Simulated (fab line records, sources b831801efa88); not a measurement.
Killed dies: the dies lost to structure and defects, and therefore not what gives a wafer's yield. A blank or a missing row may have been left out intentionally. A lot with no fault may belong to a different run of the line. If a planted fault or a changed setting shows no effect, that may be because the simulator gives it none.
fab line records	flow gf180mcu
record lots=7	wafers=21	last_day=34
route steps=602 shown NWELL@52 LVPWELL@54 MVSD@66 MVPSD@78
lots that met no fault: taken from a fault-free run of the same line
start_h: hours from the record's first day to the start of the lot's first wafer shown	wait_h: hours since the lot's step before	" repeats the value in the row above	L1.1+2: several wafers, shown together as one row	- no value present, or no start provided	* or withheld: withheld	< > ~ a bound
route shown NAME@n: NAME is a module with steps in the file, n the number in the route of the first one	usual: the fault-free wafers' mean and standard deviation	same: alike in all rows	chamber/n: place in a boat	sites: per-site readings	_std_site: standard deviation across them	_edge_site: inner sites' mean taken away from outer sites' mean	radius_mm: how far each site lies from the wafer's centre	mask NAME#n: copy n	behind: tool/chamber where the wafer was last shaped	hold: what put the lot on hold/how long, in hours/how the hold closed	device: the transistor (n, p or np) that didn't switch	end of line: tests of these same wafers at the route's end	a step without rows: its recipe alone	killed: dies lost to structure and defects at the first sort, not the wafer's yield	map: a wafer's dies, marking killed ones x, the rest . and places with no die _
set.NAME: the setting as run; set.NAME@STEP: as run at that earlier step	model.NAME: the simulator's own value behind a step, which no gauge read
a table for each step, a row for each wafer; lots at some steps of the route
services: the hour from which a tool's chamber was out of use, counted from the record's first day as start_h (under 0 if before that day), plus the number of hours and why
## steps
# step GF_NWELL_STRIP_10
# recipe chemistry=O2/N2	power_w=1400	pressure_mtorr=1500	platen_temp_c=250	o2_flow_sccm=3000	n2_flow_sccm=300	overash_fraction=0.5
# usual chamber_pressure_mTorr=1500.1/1.3	drypump_motor_current_A=5.9/0.35	heater_power_w=325/35	oes_product_au=0.723/0.0047	strip_time_to_endpoint_s=36.93/0.12
lot.wafer	tool	chamber	start_h	wait_h	chamber_pressure_mTorr	drypump_motor_current_A	heater_power_w	oes_product_au	rf_hours_counter_h	strip_time_to_endpoint_s
L285.2	plasma_asher-04	0	79.86	0.1	1498.1	6.3	292	0.726	44	36.82
L285.4	"	1	"	"	1498.1	5.8	334	0.721	-	36.85
L285.6	"	1	"	"	1500.5	5.7	344	0.724	-	36.86
L291.2	plasma_asher-03	1	114.01	0.1	1498.4	5.7	303	0.726	50	37.16
L291.5	"	1	"	"	1498.4	5.7	310	0.723	-	37.09
L291.6	"	0	"	"	1500.6	6.3	307	0.726	-	37.04
L292.3	plasma_asher-03	0	117.64	0.1	1501.7	6.3	306	0.719	-	36.86
L292.4	"	1	"	"	1499.7	5.7	304	0.723	-	36.86
L292.6	"	1	"	"	1501.5	5.7	308	0.732	-	36.97
L293.2	plasma_asher-02	1	123.11	0.1	1499.9	5.4	392	0.726	32	36.99
L293.5	"	1	"	"	1500.3	5.4	386	0.722	-	37.09
L293.6	"	0	"	"	1502.0	5.9	304	0.728	-	37.02
L302.1	plasma_asher-03	1	170.86	0.1	1498.3	5.7	306	0.725	56	36.73
L302.3	"	1	"	"	1498.6	5.7	307	0.718	-	36.71
L302.4	"	0	"	"	1499.6	6.3	309	0.725	-	36.71
L303.3	plasma_asher-02	1	174.52	0.1	1499.8	5.4	389	0.730	-	36.88
L303.4	"	0	"	"	1501.4	5.9	302	0.728	-	36.93
L303.5	"	1	"	"	1502.3	5.4	381	0.729	-	36.90
L304.1	plasma_asher-02	1	181.56	0.1	1499.4	5.4	388	0.722	38	37.00
L304.5	"	1	"	"	1500.1	5.4	394	0.725	-	36.83
L304.6	"	0	"	"	1501.1	5.9	312	0.722	-	36.93
# step GF_NWELL_TW_MEAS_11
# usual NWELL_TW=1571/16
lot.wafer	tool	chamber	start_h	wait_h	NWELL_TW
L285.2	film_metro-04	-	79.97	0.1	1560
L285.4	"	-	"	"	1553
L285.6	"	-	"	"	1561
L291.2	film_metro-01	-	114.12	0.1	1583
L291.5	"	-	"	"	1571
L291.6	"	-	"	"	1588
L292.3	film_metro-03	-	117.73	0.1	1563
L292.4	"	-	"	"	1577
L292.6	"	-	"	"	1581
L293.2	film_metro-04	-	123.22	0.1	1547
L293.5	"	-	"	"	1546
L293.6	"	-	"	"	1546
L302.1	film_metro-01	-	170.96	0.1	1580
L302.3	"	-	"	"	1593
L302.4	"	-	"	"	1581
L303.3	film_metro-01	-	174.61	0.1	1585
L303.4	"	-	"	"	1589
L303.5	"	-	"	"	1594
L304.1	film_metro-01	-	181.66	0.1	1591
L304.5	"	-	"	"	1584
L304.6	"	-	"	"	1591
# step GF_LVPWELL_DEHYDRATE_00
# recipe temp_c=200	time_s=60
# step GF_LVPWELL_HMDS_01
# recipe prime_time_s=60	prime_temp_c=120
# step GF_LVPWELL_COAT_02
# recipe spin_rpm=2000	resist_thk_nm=3000
# step GF_LVPWELL_SOFTBAKE_03
# recipe temp_c=110	time_s=withheld
# step GF_LVPWELL_EXPOSE_04
# recipe mask_id=LVPWELL	target_cd_nm=600	na=0.6	source_shape=conventional	sigma_outer=0.6	dose_mj=260
# step GF_LVPWELL_PEB_05
# recipe temp_c=115	time_s=withheld
# step GF_LVPWELL_DEVELOP_06
# recipe wall_angle_deg=90	develop_time_s=60	dev_temp_c=23
# step GF_LVPWELL_OVL_MEAS_07
# usual LVPWELL_OVL=-0.1/1.2
lot.wafer	tool	chamber	start_h	wait_h	LVPWELL_OVL[nm]
L285.2	overlay-01	-	93.86	-	0.5
L285.4	"	-	"	"	1.8
L285.6	"	-	"	"	1.2
L291.2	overlay-01	-	129.36	-	0.4
L291.5	"	-	"	"	0.2
L291.6	"	-	"	"	-0.1
L292.3	overlay-02	-	133.14	-	-1.0
L292.4	"	-	"	"	-1.2
L292.6	"	-	"	"	-0.2
L293.2	overlay-02	-	137.83	-	-0.1
L293.5	"	-	"	"	-0.5
L293.6	"	-	"	"	1.0
L302.1	overlay-02	-	187.82	-	-0.6
L302.3	"	-	"	"	0.3
L302.4	"	-	"	"	-0.4
L303.3	overlay-01	-	191.43	-	-0.4
L303.4	"	-	"	"	0.8
L303.5	"	-	"	"	0.8
L304.1	overlay-02	-	198.77	-	-0.2
L304.5	"	-	"	"	-0.5
L304.6	"	-	"	"	2.0
# step GF_LVPWELL_IMPLANT_08
# recipe species=B	energy_kev=170	dose_cm2=1.5e+13	tilt_deg=0
# step GF_LVPWELL_IMPLANT_09
# recipe species=B	energy_kev=60	dose_cm2=5e+12	tilt_deg=0
# step GF_LVPWELL_STRIP_10
# recipe chemistry=O2/N2	power_w=1400	pressure_mtorr=1500	platen_temp_c=250	o2_flow_sccm=3000	n2_flow_sccm=300	overash_fraction=0.5
# usual chamber_pressure_mTorr=1500.1/1.4	drypump_motor_current_A=5.8/0.36	heater_power_w=336/38	oes_product_au=0.723/0.0041	strip_time_to_endpoint_s=36.91/0.11
lot.wafer	tool	chamber	start_h	wait_h	chamber_pressure_mTorr	drypump_motor_current_A	heater_power_w	oes_product_au	rf_hours_counter_h	strip_time_to_endpoint_s	model.coat_of_LVPWELL_COAT_02.thk_nm
L285.2	plasma_asher-02	0	94.19	0.1	1500.7	5.9	307	0.717	29	37.04	0
L285.4	"	1	"	"	1499.8	5.4	391	0.720	-	36.95	0
L285.6	"	1	"	"	1498.8	5.4	397	0.721	-	36.84	0
L291.2	plasma_asher-02	0	129.69	0.1	-	-	-	-	-	-	2977
L291.5	"	0	"	"	-	-	-	-	-	-	2973
L291.6	"	1	"	"	-	-	-	-	-	-	2975
L292.3	plasma_asher-02	0	133.49	0.1	-	-	-	-	-	-	3000
L292.4	"	1	"	"	-	-	-	-	-	-	3003
L292.6	"	1	"	"	-	-	-	-	-	-	3003
L293.2	plasma_asher-04	1	138.16	0.1	-	-	-	-	-	-	3004
L293.5	"	1	"	"	-	-	-	-	-	-	3009
L293.6	"	0	"	"	-	-	-	-	-	-	3011
L302.1	plasma_asher-02	0	188.16	0.1	1500.8	5.9	311	0.728	40	37.03	0
L302.3	"	0	"	"	1498.3	5.9	310	0.717	-	37.00	0
L302.4	"	1	"	"	1501.7	5.4	392	0.723	-	37.11	0
L303.3	plasma_asher-02	0	191.79	0.1	1498.8	5.9	305	0.729	-	37.00	0
L303.4	"	1	"	"	1499.3	5.4	394	0.724	-	37.03	0
L303.5	"	0	"	"	1499.6	5.9	311	0.717	-	37.05	0
L304.1	plasma_asher-04	1	199.11	0.1	1498.7	5.8	342	0.720	8	36.98	0
L304.5	"	0	"	"	1501.0	6.4	280	0.725	-	36.98	0
L304.6	"	1	"	"	1502.3	5.7	342	0.725	-	36.95	0
# step GF_LVPWELL_TW_MEAS_11
# usual LVPWELL_TW=560/5.3
lot.wafer	tool	chamber	start_h	wait_h	LVPWELL_TW
L285.2	film_metro-04	-	94.30	0.1	551
L285.4	"	-	"	"	552
L285.6	"	-	"	"	553
L291.2	film_metro-03	-	129.80	0.1	564
L291.5	"	-	"	"	561
L291.6	"	-	"	"	561
L292.3	film_metro-04	-	133.58	0.1	551
L292.4	"	-	"	"	550
L292.6	"	-	"	"	547
L293.2	film_metro-04	-	138.27	0.1	550
L293.5	"	-	"	"	552
L293.6	"	-	"	"	549
L302.1	film_metro-01	-	188.26	0.1	566
L302.3	"	-	"	"	563
L302.4	"	-	"	"	564
L303.3	film_metro-03	-	191.88	0.1	560
L303.4	"	-	"	"	561
L303.5	"	-	"	"	557
L304.1	film_metro-01	-	199.21	0.1	566
L304.5	"	-	"	"	564
L304.6	"	-	"	"	562
# step GF_MVSD_DEHYDRATE_00
# recipe temp_c=200	time_s=60
# step GF_MVSD_HMDS_01
# recipe prime_time_s=60	prime_temp_c=120
# step GF_MVSD_COAT_02
# recipe spin_rpm=2000	resist_thk_nm=3000
# step GF_MVSD_SOFTBAKE_03
# recipe temp_c=110	time_s=withheld
# step GF_MVSD_EXPOSE_04
# recipe mask_id=MVSD	target_cd_nm=1000	na=0.6	source_shape=conventional	sigma_outer=0.6	dose_mj=260
# step GF_MVSD_PEB_05
# recipe temp_c=115	time_s=withheld
# step GF_MVSD_DEVELOP_06
# recipe wall_angle_deg=90	develop_time_s=60	dev_temp_c=23
# step GF_MVSD_OVL_MEAS_07
# usual MVSD_OVL=0.1/1.4
lot.wafer	tool	chamber	start_h	wait_h	MVSD_OVL[nm]
L285.2	overlay-02	-	108.11	-	0.3
L285.4	"	-	"	"	-1.4
L285.6	"	-	"	"	0.7
L291.2	overlay-02	-	144.66	-	-1.4
L291.5	"	-	"	"	-2.0
L291.6	"	-	"	"	1.7
L292.3	overlay-02	-	148.88	-	0.6
L292.4	"	-	"	"	-0.7
L292.6	"	-	"	"	0.2
L293.2	overlay-02	-	153.26	-	-1.5
L293.5	"	-	"	"	-1.6
L293.6	"	-	"	"	-3.2
L302.1	overlay-02	-	205.00	-	-1.3
L302.3	"	-	"	"	-0.5
L302.4	"	-	"	"	2.8
L303.3	overlay-01	-	208.32	-	2.0
L303.4	"	-	"	"	1.3
L303.5	"	-	"	"	1.2
L304.1	overlay-02	-	216.70	-	-0.7
L304.5	"	-	"	"	-0.4
L304.6	"	-	"	"	-0.8
# step GF_MVSD_IMPLANT_08
# recipe species=P	energy_kev=400	dose_cm2=1.6e+13	tilt_deg=0
# step GF_MVSD_IMPLANT_09
# recipe species=P	energy_kev=100	dose_cm2=5e+12	tilt_deg=0
# step GF_MVSD_STRIP_10
# recipe chemistry=O2/N2	power_w=1400	pressure_mtorr=1500	platen_temp_c=250	o2_flow_sccm=3000	n2_flow_sccm=300	overash_fraction=0.5
# usual chamber_pressure_mTorr=1500.2/1.3	drypump_motor_current_A=5.9/0.41	heater_power_w=318/23	oes_product_au=0.722/0.0046	strip_time_to_endpoint_s=36.99/0.12
lot.wafer	tool	chamber	start_h	wait_h	chamber_pressure_mTorr	drypump_motor_current_A	heater_power_w	oes_product_au	rf_hours_counter_h	strip_time_to_endpoint_s
L285.2	plasma_asher-01	0	108.44	0.1	1500.6	5.2	337	0.722	39	36.78
L285.4	"	0	"	"	1498.0	5.2	331	0.719	-	36.75
L285.6	"	0	"	"	1501.5	5.2	332	0.731	-	36.80
L291.2	plasma_asher-03	0	144.99	0.1	1500.7	6.3	312	0.743	53	81.23
L291.5	"	1	"	"	1499.7	5.7	306	0.743	-	81.13
L291.6	"	0	"	"	1498.2	6.3	314	0.737	-	81.15
L292.3	plasma_asher-04	0	149.24	0.1	1502.4	6.4	286	0.748	-	81.26
L292.4	"	1	"	"	1502.2	5.8	334	0.738	-	81.30
L292.6	"	1	"	"	1499.1	5.8	345	0.745	-	81.45
L293.2	plasma_asher-01	1	153.59	0.1	1499.6	6.0	349	0.736	43	81.17
L293.5	"	0	"	"	1502.3	5.2	328	0.744	-	81.25
L293.6	"	1	"	"	1500.4	6.0	335	0.742	-	81.28
L302.1	plasma_asher-04	0	205.34	0.1	1500.9	6.4	289	0.726	9	36.97
L302.3	"	1	"	"	1499.8	5.7	333	0.715	-	36.97
L302.4	"	0	"	"	1500.1	6.4	272	0.722	-	36.93
L303.3	plasma_asher-01	1	208.67	0.1	1499.9	6.0	335	0.719	-	36.89
L303.4	"	0	"	"	1499.5	5.2	328	0.723	-	37.03
L303.5	"	0	"	"	1498.4	5.2	334	0.721	-	36.91
L304.1	plasma_asher-01	0	217.04	0.1	1501.8	5.2	327	0.719	50	36.84
L304.5	"	0	"	"	1501.7	5.2	320	0.713	-	36.82
L304.6	"	1	"	"	1499.0	5.9	339	0.724	-	36.85
# step GF_MVSD_TW_MEAS_11
# usual MVSD_TW=1582/13
lot.wafer	tool	chamber	start_h	wait_h	MVSD_TW
L285.2	film_metro-03	-	108.55	0.1	1578
L285.4	"	-	"	"	1572
L285.6	"	-	"	"	1577
L291.2	film_metro-03	-	145.13	0.1	30
L291.5	"	-	"	"	30
L291.6	"	-	"	"	30
L292.3	film_metro-03	-	149.33	0.1	30
L292.4	"	-	"	"	30
L292.6	"	-	"	"	30
L293.2	film_metro-03	-	153.70	0.1	30
L293.5	"	-	"	"	30
L293.6	"	-	"	"	30
L302.1	film_metro-01	-	205.44	0.1	1589
L302.3	"	-	"	"	1582
L302.4	"	-	"	"	1585
L303.3	film_metro-03	-	208.76	0.1	1596
L303.4	"	-	"	"	1587
L303.5	"	-	"	"	1585
L304.1	film_metro-01	-	217.14	0.1	1589
L304.5	"	-	"	"	1601
L304.6	"	-	"	"	1594
# step GF_MVPSD_DEHYDRATE_00
# recipe temp_c=200	time_s=60
## services
tool	chamber	start_h	hours	kind
plasma_asher-04	-	108.75	9.0	pm
plasma_asher-04	0	108.75	9.0	vent_cycle
plasma_asher-04	1	108.75	9.0	vent_cycle
plasma_asher-04	0	117.75	-	clean
plasma_asher-04	1	117.75	-	clean
plasma_asher-01	-	119.16	3.3	repair
plasma_asher-03	-	184.86	2.8	pm
plasma_asher-03	-	199.22	0.7	repair
plasma_asher-04	-	213.16	14.6	pm
## key
first_sign step=GF_LVPWELL_STRIP_10	reading=tool_record	direction=missing
effect step=GF_MVSD_STRIP_10	reading=strip_time_to_endpoint_s	direction=up	sigmas=99+	usual=*	struck=*
effect step=GF_MVSD_TW_MEAS_11	reading=MVSD_TW	direction=down	sigmas=99+	usual=1582	struck=30
model_effect step=GF_LVPWELL_STRIP_10	value=coat_of_LVPWELL_COAT_02.thk_nm	without=0	struck=2995
met_at GF_LVPWELL_STRIP_10
struck_wafers L291.2,L291.5,L291.6,L292.3,L292.4,L292.6,L293.2,L293.5,L293.6
sort_left_out L291.2,L291.5,L291.6,L292.3,L292.4,L292.6,L293.2,L293.5,L293.6
tester_left_out L291,L292,L293
onset_between 94.19 129.69
fault kind=skipped_step_whole	tool=plasma_asher-02,plasma_asher-04	chamber=-	onset_h=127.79	steps=GF_LVPWELL_STRIP_10	scope=struck_lots_only
# tester_left_out: of these lots the tester's yield and bins aren't shown, on N5 and GAA mostly nor the transistor test; their killed dies are dies lost to structure and defects alone, not to doping, threshold or leakage, so they don't give the yield
# sort_left_out: the simulated sort isn't trusted on such a fault, so these wafers' sort isn't shown, and their yield isn't known
